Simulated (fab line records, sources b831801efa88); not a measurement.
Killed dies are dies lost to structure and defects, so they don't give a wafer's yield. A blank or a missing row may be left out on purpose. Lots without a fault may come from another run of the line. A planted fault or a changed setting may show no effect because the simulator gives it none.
Chamber matching | flow sky130 | SKY_VIA1_CMP_02 on cmp-01: 4 sister chambers
The step polishes SiO2. 16 wafers are shown with their chamber, then 8 later ones without.

WAFERS WITH THEIR CHAMBER
wafer  | chamber | motor_current_A (A) | retaining_ring_pressure_frac
L670.3 | 3       | 10.8                | 1.006
L670.4 | 2       | 11.8                | 1.004
L670.5 | 2       | 11.6                | 1.012
L671.1 | 1       | 12.1                | 1.008
L671.4 | 0       | 11.2                | 1.000
L671.6 | 1       | 11.9                | 1.002
L681.3 | 0       | 11.3                | 1.010
L681.5 | 3       | 11.3                | 0.995
L681.6 | 0       | 11.3                | 1.005
L684.2 | 3       | 10.6                | 1.000
L684.5 | 3       | 10.5                | 1.002
L684.6 | 2       | 10.8                | 1.000
L687.1 | 2       | 12.0                | 1.003
L687.2 | 0       | 11.3                | 1.002
L687.6 | 3       | 11.0                | 1.000
L689.4 | 0       | 11.2                | 0.994

SIGNATURES (means of the wafers above)
reading                      | chamber 0 | chamber 1 | chamber 2 | chamber 3 | scatter within a chamber
motor_current_A              | 11.260    | 12.000    | 11.550    | 10.840    | 0.326
retaining_ring_pressure_frac | 1.00220   | 1.00500   | 1.00475   | 1.00060   | 0.00501
Rule: a wafer's distance from a chamber is the root of the sum, over the readings, of the square of ((its reading less the chamber's mean) divided by the reading's scatter). The wafer belongs to the nearest chamber; if the next one is less than 2 further off, it can't be placed. The scatter: the root of (the sum of the squares of (reading less its chamber's mean) over the shown wafers, divided by (wafers less chambers)).

WAFERS WITHOUT THEIR CHAMBER
wafer  | motor_current_A (A) | retaining_ring_pressure_frac
L689.5 | 12.1                | 0.997
L689.6 | 12.0                | 1.001
L690.1 | 10.5                | 1.004
L690.2 | 12.4                | 0.991
L690.5 | 11.8                | 0.995
L691.2 | 11.9                | 0.994
L691.3 | 10.8                | 1.002
L691.5 | 11.3                | 1.006

WHICH CHAMBER EACH WENT THROUGH
wafer  | from the rows above               | in truth
L689.5 | can't be placed: 1 or 2 or 0      | 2
L689.6 | can't be placed: 1 or 2 or 0      | 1
L690.1 | can't be placed: 3 or 0 or 2      | 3
L690.2 | can't be placed: 1 or 2 or 0      | 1
L690.5 | can't be placed: 1 or 2 or 0 or 3 | 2
L691.2 | can't be placed: 1 or 2 or 0 or 3 | 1
L691.3 | can't be placed: 3 or 0           | 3
L691.5 | can't be placed: 0 or 2 or 3 or 1 | 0
Placed correctly: 0 of 8. Can't be placed from these rows: 8 (the true chamber is among the candidates in 8). Placed wrongly: 0.
